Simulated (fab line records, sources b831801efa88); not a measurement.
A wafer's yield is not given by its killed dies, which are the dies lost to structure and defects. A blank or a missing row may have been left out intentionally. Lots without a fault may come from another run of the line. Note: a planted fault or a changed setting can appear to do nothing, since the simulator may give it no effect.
Which tool was responsible?    flow gf180mcu    39 wafers from 13 lots sampled at 2 of the route's 602 steps

== WHAT THE GAUGES READ, wafer by wafer ==
GF_V4_THK_MEAS_01. Usual: V4_CVD_00_THK gives 598 nm (standard deviation 8.2).
lot   measured      on            V4_CVD_00_THK (nm)  flag
L888  day 23 18:10  filmMetro-01  604 588 589         
L889  day 23 22:31  filmMetro-04  604 584 605         
L890  day 24 11:43  filmMetro-04  599 596 596         
L891  day 24 19:50  filmMetro-04  600 595 588         
L892  day 25 05:58  filmMetro-02  602 610 599         
L893  day 25 17:52  filmMetro-04  611 603 602         
L894  day 26 02:13  filmMetro-01  590 587 597         
L896  day 26 19:29  filmMetro-04  596 604 601         
L897  day 26 22:18  filmMetro-02  610 609 610         
L898  day 27 05:22  filmMetro-01  601 598 599         
L900  day 27 18:23  filmMetro-04  590 603 593         
L905  day 29 01:18  filmMetro-02  598 594 597         
L909  day 30 04:13  filmMetro-01  600 592 595         

== WHAT TOOL EACH LOT RAN ON (gives the tool, then ch and the chambers of the sampled wafers, and finally the start) ==
lot   GF_M3_SPUTTER_02
L888  pvdSputter-03, day 20 16:04
L889  pvdSputter-02, day 20 18:54
L890  pvdSputter-02, day 21 10:58
L891  pvdSputter-02, day 21 18:47
L892  pvdSputter-02, day 22 05:44
L893  pvdSputter-02, day 22 19:05
L894  pvdSputter-03, day 23 04:13
L896  pvdSputter-02, day 23 22:46
L897  pvdSputter-03, day 24 01:40
L898  pvdSputter-04, day 24 10:44
L900  pvdSputter-03, day 24 23:47
L905  pvdSputter-02, day 26 09:11
L909  pvdSputter-02, day 27 14:05
- GF_M3_SPUTTER_02: material AlCu, target thk 450 nm, time 23.9 s.

== AS READ BY THE TOOLS THEMSELVES (means over the sampled wafers that have a number; for cases with no such wafer, the mark the record gives instead) ==
GF_M3_SPUTTER_02. Usual: 30.0 % for throttleValvePct, sd 1.
lot   tool           throttleValvePct (%)  flag
L888  pvdSputter-03  30.1                  
L889  pvdSputter-02  30.1                  
L890  pvdSputter-02  30.2                  
L891  pvdSputter-02  30.5                  
L892  pvdSputter-02  30.4                  
L893  pvdSputter-02  30.6                  
L894  pvdSputter-03  29.6                  
L896  pvdSputter-02  30.4                  
L897  pvdSputter-03  30.0                  
L898  pvdSputter-04  30.8                  
L900  pvdSputter-03  29.6                  
L905  pvdSputter-02  29.6                  
L909  pvdSputter-02  30.5                  

== THE ANSWER, worked out from the rows above alone ==
Rule: a lot is off if the mean of its wafers that have a number lies more than 3 standard deviations from the usual mean. A lot without any number at a reading at which 4 lots or more have one is off too. The other lots that the step has rows for count as sound. After the gauges, taken in route order, come the tools' own readings; for these a lot's mean is taken, as printed above. At the first step where some lot is off, the reading lying furthest off is the one used; lots without a number count as furthest.
None of the lots is off at any reading shown; this tells nothing.

== WHAT HAD BEEN PUT IN BY THE SIMULATOR ==
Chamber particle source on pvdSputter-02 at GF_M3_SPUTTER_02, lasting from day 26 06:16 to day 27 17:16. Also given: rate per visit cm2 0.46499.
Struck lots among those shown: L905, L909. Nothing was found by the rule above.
